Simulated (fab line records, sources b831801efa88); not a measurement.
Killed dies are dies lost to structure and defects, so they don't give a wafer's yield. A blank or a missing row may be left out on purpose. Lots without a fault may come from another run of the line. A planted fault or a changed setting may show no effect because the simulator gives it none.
fab line records | flow gf180mcu
record lots=24 wafers=72 last_day=34
route steps=602 shown CONTACT@313 V2@396 M3@412 PASSIVATION@599
lots that met no fault: from a run of the same line without faults
start_h: hours from the record's first day to the start of the lot's first wafer shown | wait_h: hours since the lot's step before | " the same as in the row above | L1.1+2: a row that stands for several wafers | - no value, or no start given | * or withheld: withheld | < > ~ a bound
route shown NAME@n: a module of which the file shows steps, and the number in the route of the first | usual: mean/standard deviation of fault-free wafers | same: alike in all rows | chamber/n: place in a boat | sites: the reading at each site | _std_site: their standard deviation | _edge_site: outer sites' mean less inner sites' | radius_mm: how far each site lies from the wafer's centre | mask NAME#n: copy n | behind: the tool/chamber that last shaped the wafer | hold: why the lot was held/for how many hours/how that ended | device: the transistor (n, p or np) that didn't switch | end of line: the same wafers' tests at the end of the route | a step without rows: its recipe alone | killed: dies lost to structure and defects at the first sort, not the wafer's yield | map: a wafer's dies, x killed, . not, _ none there
set.NAME: the setting as run; set.NAME@STEP: as run at that earlier step | model.NAME: the simulator's own value behind a step, which no gauge read
steps of the route over a sample of lots; a table a step, a row a wafer
services: from which hour (start_h, from the record's first day; less than 0 if before it) a tool's chamber was out of use, for how many hours, and why
## steps
# step GF_CONTACT_THK_MEAS_26
# recipe thk_meas_gauge=xrf reads=W_of_CONTACT_CVD_24
# usual CONTACT_W_THK=297/4.2
# columns lot.wafer tool chamber start_h wait_h CONTACT_W_THK[nm]
L074.2 film_metro-01 - 365.54 0.1 304
L074.3 " - " " 294
L074.6 " - " " 301
L075.1 film_metro-04 - 377.05 0.1 298
L075.3 " - " " 298
L075.6 " - " " 299
L076.4 film_metro-04 - 380.76 0.1 292
L076.5 " - " " 288
L076.6 " - " " 294
L077.4 film_metro-03 - 391.79 0.1 298
L077.5 " - " " 297
L077.6 " - " " 302
L078.1 film_metro-03 - 402.73 0.1 300
L078.2 " - " " 294
L078.4 " - " " 297
L079.1 film_metro-03 - 407.02 0.1 295
L079.4 " - " " 299
L079.6 " - " " 298
L080.1 film_metro-04 - 422.23 0.1 297
L080.2 " - " " 298
L080.3 " - " " 299
L081.3 film_metro-03 - 432.67 0.1 289
L081.4 " - " " 296
L081.6 " - " " 293
L082.2 film_metro-01 - 438.63 0.1 303
L082.3 " - " " 302
L082.4 " - " " 300
L083.1 film_metro-01 - 442.69 0.1 301
L083.3 " - " " 296
L083.4 " - " " 299
L084.1 film_metro-01 - 458.13 0.1 305
L084.4 " - " " 302
L084.5 " - " " 302
L085.2 film_metro-01 - 463.87 0.1 304
L085.3 " - " " 300
L085.4 " - " " 304
L086.1 film_metro-01 - 481.06 0.1 298
L086.2 " - " " 297
L086.3 " - " " 294
L087.1 film_metro-03 - 481.41 0.1 292
L087.2 " - " " 291
L087.6 " - " " 292
L088.1 film_metro-03 - 488.53 0.1 294
L088.3 " - " " 296
L088.6 " - " " 296
L089.1 film_metro-03 - 501.25 0.1 291
L089.2 " - " " 290
L089.6 " - " " 292
L090.4 film_metro-04 - 510.92 0.1 290
L090.5 " - " " 295
L090.6 " - " " 295
L091.3 film_metro-03 - 512.93 0.1 297
L091.5 " - " " 296
L091.6 " - " " 295
L092.1 film_metro-01 - 520.79 0.1 303
L092.4 " - " " 300
L092.6 " - " " 299
L093.1 film_metro-03 - 535.24 0.1 303
L093.5 " - " " 299
L093.6 " - " " 303
L094.1 film_metro-03 - 541.02 0.1 303
L094.3 " - " " 299
L094.4 " - " " 300
L095.2 film_metro-01 - 545.42 0.1 295
L095.3 " - " " 295
L095.6 " - " " 296
L096.1 film_metro-03 - 548.93 0.1 292
L096.2 " - " " 297
L096.3 " - " " 297
L097.2 film_metro-03 - 559.22 0.1 291
L097.3 " - " " 290
L097.4 " - " " 294
# step GF_V2_CD_MEAS_14
# recipe target_cd_nm=260
# usual cd_nm=260.2/1
# columns lot.wafer tool chamber start_h wait_h cd_nm
L074.2 cd_sem-01 - 465.01 0.1 261.7
L074.3 " - " " 261.6
L074.6 " - " " 260.5
L075.1 cd_sem-02 - 477.11 0.1 263.3
L075.3 " - " " 261.3
L075.6 " - " " 262.7
L076.4 cd_sem-02 - 482.38 0.1 260.4
L076.5 " - " " 261.0
L076.6 " - " " 261.2
L077.4 cd_sem-02 - 492.75 0.1 260.0
L077.5 " - " " 260.5
L077.6 " - " " 261.3
L078.1 cd_sem-01 - 503.79 0.1 260.0
L078.2 " - " " 260.3
L078.4 " - " " 259.9
L079.1 cd_sem-01 - 508.96 0.1 258.7
L079.4 " - " " 259.0
L079.6 " - " " 258.5
L080.1 cd_sem-01 - 522.72 0.1 259.4
L080.2 " - " " 259.9
L080.3 " - " " 259.8
L081.3 cd_sem-01 - 532.86 0.1 259.9
L081.4 " - " " 260.5
L081.6 " - " " 260.9
L082.2 cd_sem-01 - 538.69 0.2 258.9
L082.3 " - " " 259.1
L082.4 " - " " 259.6
L083.1 cd_sem-01 - 542.60 0.1 261.6
L083.3 " - " " 259.9
L083.4 " - " " 260.2
L084.1 cd_sem-01 - 556.39 0.1 261.5
L084.4 " - " " 260.6
L084.5 " - " " 260.3
L085.2 cd_sem-01 - 561.92 0.1 260.1
L085.3 " - " " 260.0
L085.4 " - " " 260.2
L086.1 cd_sem-02 - 577.27 0.1 260.2
L086.2 " - " " 261.0
L086.3 " - " " 261.0
L087.1 cd_sem-02 - 578.14 0.1 258.6
L087.2 " - " " 259.2
L087.6 " - " " 259.5
L088.1 cd_sem-01 - 583.94 0.1 258.4
L088.3 " - " " 259.9
L088.6 " - " " 260.6
L089.1 cd_sem-02 - 596.17 0.1 260.8
L089.2 " - " " 261.0
L089.6 " - " " 260.3
L090.4 cd_sem-01 - 604.55 0.1 260.6
L090.5 " - " " 261.0
L090.6 " - " " 260.7
L091.3 cd_sem-01 - 605.23 0.1 259.3
L091.5 " - " " 258.6
L091.6 " - " " 259.0
L092.1 cd_sem-01 - 612.02 0.1 259.4
L092.4 " - " " 258.5
L092.6 " - " " 258.1
L093.1 cd_sem-01 - 626.60 0.1 259.2
L093.5 " - " " 258.9
L093.6 " - " " 260.1
L094.1 cd_sem-02 - 632.07 0.1 259.8
L094.3 " - " " 260.7
L094.4 " - " " 260.1
L095.2 cd_sem-02 - 635.76 0.2 259.8
L095.3 " - " " 260.0
L095.6 " - " " 258.7
L096.1 cd_sem-02 - 637.40 0.1 262.4
L096.2 " - " " 260.1
L096.3 " - " " 261.1
L097.2 cd_sem-02 - 648.77 0.1 260.1
L097.3 " - " " 258.2
L097.4 " - " " 258.9
# step GF_V2_SPUTTER_21
# recipe material=Ti target_thk_nm=15 chamber_pressure_pa=5 power_w=2500 substrate_temp_c=200 time_s=80.02
# usual throttle_valve_pct=30.2/0.87
# columns lot.wafer tool chamber start_h wait_h throttle_valve_pct
L074.2 pvd_sputter-04 - 465.82 0.0 30.1
L074.3 " - " " 31.7
L074.6 " - " " 31.7
L075.1 pvd_sputter-04 - 477.92 0.0 31.7
L075.3 " - " " 30.9
L075.6 " - " " 30.7
L076.4 pvd_sputter-04 - 483.15 0.0 31.9
L076.5 " - " " 30.5
L076.6 " - " " 31.8
L077.4 pvd_sputter-03 - 493.58 0.0 28.7
L077.5 " - " " 29.1
L077.6 " - " " 30.4
L078.1 pvd_sputter-01 - 504.95 0.0 28.6
L078.2 " - " " 31.2
L078.4 " - " " 28.8
L079.1 pvd_sputter-03 - 509.77 0.0 28.8
L079.4 " - " " 29.3
L079.6 " - " " 29.5
L080.1 pvd_sputter-04 - 523.89 0.0 30.1
L080.2 " - " " 31.6
L080.3 " - " " 30.0
L081.3 pvd_sputter-04 - 533.67 0.0 30.7
L081.4 " - " " 29.5
L081.6 " - " " 30.7
L082.2 pvd_sputter-04 - 539.50 0.0 31.5
L082.3 " - " " 30.6
L082.4 " - " " 29.8
L083.1 pvd_sputter-04 - 543.49 0.0 30.0
L083.3 " - " " 29.9
L083.4 " - " " 31.4
L084.1 pvd_sputter-03 - 557.25 0.0 28.2
L084.4 " - " " 30.4
L084.5 " - " " 29.0
L085.2 pvd_sputter-03 - 562.73 0.0 29.0
L085.3 " - " " 28.9
L085.4 " - " " 30.1
L086.1 pvd_sputter-01 - 578.09 0.0 28.6
L086.2 " - " " 30.1
L086.3 " - " " 31.2
L087.1 pvd_sputter-04 - 578.96 0.0 30.6
L087.2 " - " " 29.9
L087.6 " - " " 31.5
L088.1 pvd_sputter-04 - 584.76 0.0 29.9
L088.3 " - " " 30.7
L088.6 " - " " 30.3
L089.1 pvd_sputter-04 - 597.06 0.0 30.7
L089.2 " - " " 30.1
L089.6 " - " " 29.8
L090.4 pvd_sputter-01 - 605.31 0.0 30.2
L090.5 " - " " 28.4
L090.6 " - " " 31.3
L091.3 pvd_sputter-04 - 606.05 0.0 31.6
L091.5 " - " " 30.2
L091.6 " - " " 31.8
L092.1 pvd_sputter-04 - 612.84 0.0 30.0
L092.4 " - " " 31.8
L092.6 " - " " 31.6
L093.1 pvd_sputter-04 - 627.46 0.0 30.0
L093.5 " - " " 30.2
L093.6 " - " " 31.6
L094.1 pvd_sputter-04 - 632.90 0.0 30.6
L094.3 " - " " 31.5
L094.4 " - " " 29.9
L095.2 pvd_sputter-04 - 636.56 0.0 30.1
L095.3 " - " " 30.1
L095.6 " - " " 30.6
L096.1 pvd_sputter-03 - 638.25 0.0 29.6
L096.2 " - " " 28.4
L096.3 " - " " 30.2
L097.2 pvd_sputter-03 - 649.57 0.0 28.4
L097.3 " - " " 30.2
L097.4 " - " " 29.2
# step GF_V2_SPUTTER_22
# recipe material=TiN target_thk_nm=10 chamber_pressure_pa=5 power_w=4000 time_s=40
# usual throttle_valve_pct=30.2/0.84
# columns lot.wafer tool chamber start_h wait_h throttle_valve_pct
L074.2 pvd_sputter-04 - 465.88 0.0 30.1
L074.3 " - " " 31.5
L074.6 " - " " 31.5
L075.1 pvd_sputter-04 - 477.98 0.0 31.7
L075.3 " - " " 30.5
L075.6 " - " " 30.5
L076.4 pvd_sputter-04 - 483.21 0.0 31.6
L076.5 " - " " 30.7
L076.6 " - " " 31.7
L077.4 pvd_sputter-03 - 493.64 0.0 28.6
L077.5 " - " " 29.1
L077.6 " - " " 30.3
L078.1 pvd_sputter-01 - 505.01 0.0 28.7
L078.2 " - " " 30.9
L078.4 " - " " 28.8
L079.1 pvd_sputter-03 - 509.83 0.0 28.6
L079.4 " - " " 29.2
L079.6 " - " " 29.6
L080.1 pvd_sputter-04 - 523.95 0.0 30.2
L080.2 " - " " 31.8
L080.3 " - " " 29.9
L081.3 pvd_sputter-04 - 533.73 0.0 30.4
L081.4 " - " " 30.0
L081.6 " - " " 30.7
L082.2 pvd_sputter-04 - 539.56 0.0 31.7
L082.3 " - " " 30.5
L082.4 " - " " 30.1
L083.1 pvd_sputter-04 - 543.55 0.0 29.7
L083.3 " - " " 30.0
L083.4 " - " " 31.7
L084.1 pvd_sputter-03 - 557.31 0.0 29.1
L084.4 " - " " 30.3
L084.5 " - " " 29.2
L085.2 pvd_sputter-03 - 562.79 0.0 29.2
L085.3 " - " " 28.8
L085.4 " - " " 30.3
L086.1 pvd_sputter-01 - 578.15 0.0 28.8
L086.2 " - " " 30.0
L086.3 " - " " 31.2
L087.1 pvd_sputter-04 - 579.02 0.0 30.3
L087.2 " - " " 29.9
L087.6 " - " " 31.7
L088.1 pvd_sputter-04 - 584.82 0.0 29.9
L088.3 " - " " 30.5
L088.6 " - " " 30.2
L089.1 pvd_sputter-04 - 597.12 0.0 30.3
L089.2 " - " " 29.8
L089.6 " - " " 30.1
L090.4 pvd_sputter-01 - 605.37 0.0 30.1
L090.5 " - " " 28.8
L090.6 " - " " 31.3
L091.3 pvd_sputter-04 - 606.11 0.0 31.8
L091.5 " - " " 30.4
L091.6 " - " " 31.6
L092.1 pvd_sputter-04 - 612.90 0.0 29.9
L092.4 " - " " 31.6
L092.6 " - " " 31.4
L093.1 pvd_sputter-04 - 627.52 0.0 30.0
L093.5 " - " " 30.4
L093.6 " - " " 31.5
L094.1 pvd_sputter-04 - 632.96 0.0 30.4
L094.3 " - " " 31.7
L094.4 " - " " 30.3
L095.2 pvd_sputter-04 - 636.62 0.0 30.2
L095.3 " - " " 30.2
L095.6 " - " " 30.6
L096.1 pvd_sputter-03 - 638.31 0.0 29.7
L096.2 " - " " 28.6
L096.3 " - " " 30.3
L097.2 pvd_sputter-03 - 649.63 0.0 29.0
L097.3 " - " " 30.1
L097.4 " - " " 29.1
# step GF_M3_SPUTTER_03
# recipe material=Ti target_thk_nm=10 substrate_temp_c=300 chamber_pressure_pa=0.3 power_w=3000 time_s=6.7
# usual throttle_valve_pct=29.7/1.2
# columns lot.wafer tool chamber start_h wait_h throttle_valve_pct
L074.2 pvd_sputter-03 - 466.67 0.0 30.1
L074.3 " - " " 29.3
L074.6 " - " " 29.5
L075.1 pvd_sputter-02 - 478.78 0.0 29.2
L075.3 " - " " 28.1
L075.6 " - " " 28.1
L076.4 pvd_sputter-01 - 484.00 0.0 28.8
L076.5 " - " " 29.8
L076.6 " - " " 28.7
L077.4 pvd_sputter-03 - 494.43 0.0 29.3
L077.5 " - " " 29.4
L077.6 " - " " 29.6
L078.1 pvd_sputter-03 - 505.81 0.0 28.6
L078.2 " - " " 29.9
L078.4 " - " " 29.2
L079.1 pvd_sputter-01 - 510.63 0.0 30.0
L079.4 " - " " 31.2
L079.6 " - " " 28.7
L080.1 pvd_sputter-03 - 524.74 0.0 28.6
L080.2 " - " " 30.3
L080.3 " - " " 29.3
L081.3 pvd_sputter-01 - 534.54 0.0 28.5
L081.4 " - " " 28.9
L081.6 " - " " 28.6
L082.2 pvd_sputter-03 - 540.40 0.0 29.4
L082.3 " - " " 29.7
L082.4 " - " " 30.3
L083.1 pvd_sputter-03 - 544.34 0.0 28.7
L083.3 " - " " 30.5
L083.4 " - " " 29.2
L084.1 pvd_sputter-01 - 558.10 0.0 31.5
L084.4 " - " " 28.6
L084.5 " - " " 30.3
L085.2 pvd_sputter-02 - 563.60 0.0 28.1
L085.3 " - " " 29.3
L085.4 " - " " 31.6
L086.1 pvd_sputter-03 - 578.94 0.0 29.1
L086.2 " - " " 30.2
L086.3 " - " " 28.6
L087.1 pvd_sputter-02 - 579.81 0.0 31.9
L087.2 " - " " 28.0
L087.6 " - " " 31.8
L088.1 pvd_sputter-01 - 585.61 0.0 31.3
L088.3 " - " " 30.0
L088.6 " - " " 28.7
L089.1 pvd_sputter-02 - 598.02 0.0 31.3
L089.2 " - " " 29.3
L089.6 " - " " 29.3
L090.4 pvd_sputter-03 - 606.16 0.0 29.6
L090.5 " - " " 30.3
L090.6 " - " " 28.5
L091.3 pvd_sputter-01 - 607.36 0.0 30.2
L091.5 " - " " 29.0
L091.6 " - " " 30.0
L092.1 pvd_sputter-02 - 613.86 0.0 29.2
L092.4 " - " " 28.3
L092.6 " - " " 32.2
L093.1 pvd_sputter-03 - 628.31 0.0 29.3
L093.5 " - " " 29.6
L093.6 " - " " 28.8
L094.1 pvd_sputter-03 - 633.78 0.0 29.3
L094.3 " - " " 28.7
L094.4 " - " " 29.1
L095.2 pvd_sputter-01 - 637.41 0.0 31.1
L095.3 " - " " 30.1
L095.6 " - " " 30.0
L096.1 pvd_sputter-02 - 639.11 0.0 31.4
L096.2 " - " " 28.0
L096.3 " - " " 29.3
L097.2 pvd_sputter-02 - 650.42 0.0 32.1
L097.3 " - " " 31.7
L097.4 " - " " 27.7
# step GF_PASSIVATION_STRIP_12
# recipe chemistry=O2/N2 power_w=1400 pressure_mtorr=1500 platen_temp_c=250 o2_flow_sccm=3000 n2_flow_sccm=300 overash_fraction=0.5
# usual drypump_motor_current_A=6.0/0.7 heater_power_w=337/21 oes_product_au=0.718/0.0049 strip_time_to_endpoint_s=32.9/0.3
# columns lot.wafer tool chamber start_h wait_h drypump_motor_current_A heater_power_w oes_product_au rf_hours_counter_h strip_time_to_endpoint_s
L074.2 plasma_asher-02 1 673.47 0.1 6.2 339 0.712 24 33.2
L074.3 " 1 " " 6.2 346 0.714 - 32.8
L074.6 " 0 " " 5.6 319 0.723 - 33.3
L075.1 plasma_asher-03 0 680.62 0.1 6.7 357 0.724 101 32.9
L075.3 " 0 " " 6.6 354 0.718 - 33.0
L075.6 " 1 " " 6.0 305 0.714 - 32.8
L076.4 plasma_asher-02 1 688.10 0.0 6.2 341 0.719 - 32.8
L076.5 " 1 " " 6.2 350 0.720 - 32.8
L076.6 " 0 " " 5.6 331 0.718 - 32.9
L077.4 plasma_asher-04 0 696.47 0.2 6.7 332 0.721 - 32.5
L077.5 " 1 " " 4.7 362 0.724 - 32.8
L077.6 " 0 " " 6.7 329 0.716 - 32.9
L078.1 plasma_asher-04 1 701.67 0.1 4.7 361 0.721 63 32.4
L078.2 " 0 " " 6.7 329 0.714 63 33.0
L078.4 " 0 " " 6.7 330 0.720 - 32.9
L079.1 plasma_asher-04 0 708.14 0.1 6.7 326 0.721 63 32.9
L079.4 " 1 " " 4.8 367 0.710 - 32.9
L079.6 " 0 " " 6.7 326 0.713 - 32.8
L080.1 plasma_asher-03 0 719.42 0.1 6.7 360 0.719 105 33.4
L080.2 " 1 " " 6.0 302 0.721 105 33.1
L080.3 " 1 " " 6.0 302 0.713 - 32.9
L081.3 plasma_asher-04 0 724.75 0.2 6.7 326 0.727 - 33.0
L081.4 " 1 " " 4.8 360 0.714 - 32.8
L081.6 " 0 " " 6.7 334 0.724 - 32.7
L082.2 plasma_asher-03 1 732.14 0.1 6.0 317 0.713 107 33.0
L082.3 " 1 " " 6.0 307 0.714 - 33.3
L082.4 " 0 " " 6.7 363 0.727 - 32.8
L083.1 plasma_asher-02 0 735.09 0.1 5.6 322 0.722 31 33.3
L083.3 " 0 " " 5.6 318 0.728 - 33.0
L083.4 " 1 " " 6.2 352 0.719 - 32.9
L084.1 plasma_asher-03 1 744.47 0.1 6.0 304 0.723 0 32.6
L084.4 " 0 " " 6.7 357 0.725 - 32.6
L084.5 " 0 " " 6.7 354 0.711 - 32.7
L085.2 plasma_asher-02 0 751.37 0.1 5.6 315 0.721 33 32.6
L085.3 " 1 " " 6.2 352 0.718 - 33.1
L085.4 " 0 " " 5.6 325 0.706 - 33.1
L086.1 plasma_asher-04 1 759.64 0.1 4.8 356 0.723 71 33.1
L086.2 " 0 " " 6.7 335 0.712 71 32.9
L086.3 " 1 " " 4.7 353 0.721 - 33.4
L087.1 plasma_asher-03 1 760.97 0.1 6.0 302 0.732 2 33.2
L087.2 " 0 " " 6.7 351 0.720 2 33.0
L087.6 " 0 " " 6.7 355 0.721 - 33.2
L088.1 plasma_asher-02 1 766.87 0.1 6.2 349 0.720 34 33.5
L088.3 " 0 " " 5.6 326 0.712 - 33.0
L088.6 " 0 " " 5.6 318 0.723 - 33.1
L089.1 plasma_asher-03 1 775.77 0.1 5.9 309 0.713 4 32.7
L089.2 " 0 " " 6.7 352 0.722 4 32.2
L089.6 " 1 " " 5.9 310 0.718 - 32.6
L090.4 plasma_asher-04 0 782.05 0.2 6.7 324 0.723 - 32.6
L090.5 " 0 " " 6.7 335 0.722 - 32.9
L090.6 " 1 " " 4.8 357 0.722 - 32.6
L091.3 plasma_asher-03 1 783.62 0.2 6.0 308 0.717 - 32.5
L091.5 " 1 " " 6.0 312 0.712 - 32.7
L091.6 " 0 " " 6.7 354 0.716 - 32.9
L092.1 plasma_asher-04 0 786.96 0.1 6.7 324 0.720 73 32.3
L092.4 " 0 " " 6.7 332 0.714 - 33.3
L092.6 " 1 " " 4.8 360 0.711 - 33.0
L093.1 plasma_asher-04 0 798.56 0.1 6.7 325 0.719 75 32.8
L093.5 " 1 " " 4.7 358 0.713 - 32.5
L093.6 " 0 " " 6.7 325 0.718 - 32.5
L094.1 plasma_asher-03 0 803.02 0.1 6.7 357 0.720 6 33.5
L094.3 " 0 " " 6.7 351 0.724 - 32.9
L094.4 " 1 " " 6.0 307 0.725 - 32.8
L095.2 plasma_asher-04 0 805.87 0.1 6.7 327 0.715 75 32.7
L095.3 " 1 " " 4.7 357 0.715 - 32.5
L095.6 " 0 " " 6.7 319 0.722 - 33.0
L096.1 plasma_asher-03 0 807.29 0.1 6.7 347 0.717 7 33.1
L096.2 " 1 " " 6.0 302 0.715 7 32.4
L096.3 " 1 " " 6.0 306 0.712 - 32.2
L097.2 plasma_asher-02 0 814.34 0.1 5.6 327 0.713 39 32.5
L097.3 " 0 " " 5.6 329 0.719 - 32.3
L097.4 " 1 " " 6.2 363 0.723 - 32.4
## services
# columns tool chamber start_h hours kind
pvd_sputter-01 - 540.42 8.2 repair
pvd_sputter-02 - 547.18 3.6 repair
plasma_asher-03 - 558.93 3.8 repair
pvd_sputter-03 2 580.08 - consumable_replace:kit
pvd_sputter-03 2 580.08 18.0 scheduled_down
pvd_sputter-03 2 580.08 18.0 vent_cycle
pvd_sputter-04 2 581.12 - consumable_replace:kit
pvd_sputter-04 2 581.12 18.0 scheduled_down
pvd_sputter-04 2 581.12 18.0 vent_cycle
plasma_asher-02 - 616.53 14.6 pm
plasma_asher-03 - 619.02 2.8 pm
pvd_sputter-01 - 626.53 2.6 repair
pvd_sputter-01 2 640.95 - consumable_replace:kit
pvd_sputter-01 2 640.95 18.0 scheduled_down
pvd_sputter-01 - 647.07 8.6 repair
pvd_sputter-04 - 668.39 1.3 repair
pvd_sputter-02 - 721.80 1.8 repair
plasma_asher-03 - 733.75 9.0 pm
pvd_sputter-04 - 756.11 6.9 repair
pvd_sputter-03 - 788.82 3.1 repair
pvd_sputter-04 1 788.96 - consumable_replace:kit
pvd_sputter-04 1 788.96 18.0 scheduled_down
pvd_sputter-04 1 788.96 18.0 vent_cycle
pvd_sputter-04 - 803.51 3.1 repair
## key
fault none
